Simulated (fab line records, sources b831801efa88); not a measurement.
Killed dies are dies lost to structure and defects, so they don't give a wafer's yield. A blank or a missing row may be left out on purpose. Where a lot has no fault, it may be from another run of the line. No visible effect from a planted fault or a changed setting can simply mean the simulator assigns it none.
8D (eight disciplines) problem report, filled in by code + flow gf180mcu + the parts of the form that need people (team, actions taken, sign-off) are left out

1. PROBLEM STATEMENT
A mean of 5.92 s is read at GF_M4_STRIP_17 for strip-time-to-endpoint-s, taken on 1 wafer of 1 lot, against 7.44 s (standard deviation 0.043) on wafers free of any fault. Relative to the usual mean, that is a shift of -35 standard deviations.
The step: strips in O2/N2.
Seen first at day 27 08:56 on plasma-asher-02, wafer L750.3. The record holds 33 wafers of 11 lots with a number at this step. Rule for "out", or "out of limits": more than 4 standard deviations from the usual mean. All remaining wafers that have a number are taken as sound.

2. WHAT IT IS AND WHAT IT IS NOT
| question                    | is                                       | is not                                                                                             |
|-----------------------------|------------------------------------------|----------------------------------------------------------------------------------------------------|
| which readings at this step | strip-time-to-endpoint-s, oes-product-au | drypump-motor-current-A, heater-power-w, platen-temp-c                                             |
| which lots                  | L750                                     | L740, L741, L742, L743, L753, L755, L757, L759, L762, L763                                         |
| which wafers of those lots  | L750.3                                   | L750.2, L750.4                                                                                     |
| read on which tools         | plasma-asher-02                          | plasma-asher-03, plasma-asher-04                                                                   |
| when                        | from day 27 08:56                        | up to then (14 sound wafers); but 18 sound wafers of L753, L755, L757, L759, L762, L763 came after |

3. THE SUSPECTS, EACH WITH WHAT RULES IT OUT
Counting: if a tool at a process step up to the reading ran every lot that is out, it stays a suspect. Sound lots after the first of them don't rule it out here, since some wafers of a struck lot are sound.
- plasma-asher-03 at GF_V3_STRIP_18 (strips in O2/N2): kept. The lot that is out, L750, ran on it at day 26 09:31; the last sound lot it ran before that was L740, at day 22 15:37.
- pvd-sputter-04 at GF_M4_SPUTTER_00 (material Ti, target thk 37.5 nm, time 150 s): kept. The lot that is out, L750, ran on it at day 26 10:50; the last sound lot it ran before that was L742, at day 23 09:28.
- rie-metal-02 at GF_M4_METAL_ETCH_16 (etches the open film in Cl2/BCl3, stops on SiO2, target depth 750.8 nm, time 125.1 s): kept. The lot that is out, L750, ran on it at day 27 08:48; the last sound lot it ran before that was L742, at day 24 08:41.
- plasma-asher-02 at GF_M4_STRIP_17 (strips in O2/N2): kept. The lot that is out, L750, ran on it at day 27 08:56; the last sound lot it ran before that was L742, at day 24 08:49. Out on those wafers are its own readings of oes-product-au, strip-time-to-endpoint-s.
- Within rie-metal-02 at GF_M4_METAL_ETCH_16, the wafers that are out were processed in chamber 1 and their sound lot-mates in chamber 0.
- Within plasma-asher-02 at GF_M4_STRIP_17, the wafers that are out were processed in chamber 1 and their sound lot-mates in chamber 0.
Left after counting: plasma-asher-03 at GF_V3_STRIP_18, pvd-sputter-04 at GF_M4_SPUTTER_00, rie-metal-02 at GF_M4_METAL_ETCH_16, plasma-asher-02 at GF_M4_STRIP_17.

4. THE CAUSE (what the simulator had put in)
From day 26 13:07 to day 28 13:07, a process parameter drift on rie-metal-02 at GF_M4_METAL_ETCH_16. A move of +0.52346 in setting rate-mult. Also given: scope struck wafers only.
This tool is one of the 4 suspects left after counting.

5. THE CHAIN OF EFFECTS, in route order
Each row: a reading whose mean over the struck wafers that have a number lies more than 3 standard deviations from the usual. Only readings for which the record gives a usual standard deviation are gone through. hours: the time from each lot's start at the first step in this table that gives one to its start at this step, as a median over the lots. sigmas: the change in usual standard deviations.
| hours | step           | reading                  | usual      | on struck wafers | change | sigmas |
|-------|----------------|--------------------------|------------|------------------|--------|--------|
| 0     | GF_M4_STRIP_17 | oes-product-au           | 0.540 a.u. | 0.469            | -0.071 | -15    |
| 0     | GF_M4_STRIP_17 | strip-time-to-endpoint-s | 7.44 s     | 5.92             | -1.52  | -35    |
The process steps in it:
- GF_M4_STRIP_17: strips in O2/N2.
At these later measuring or inspecting steps, every struck wafer for which the step has a row has a number for every such reading, and none has moved that far: GF_V4_THK_MEAS_01.

6. HOW IT WOULD HAVE BEEN CAUGHT EARLIER
20 hours passed between the start of the fault at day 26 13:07 and the first reading out of limits in this record, taken at day 27 08:56.
No tool reading at GF_M4_METAL_ETCH_16 that has a usual standard deviation in the record was out on any struck wafer, so an alarm limit of 4 standard deviations on those readings would not have fired.
Each of the lots that are out, 1 in all, had begun GF_M4_METAL_ETCH_16 on rie-metal-02 no later than day 27 08:56. Holding the tool at that point would not have protected any of them.
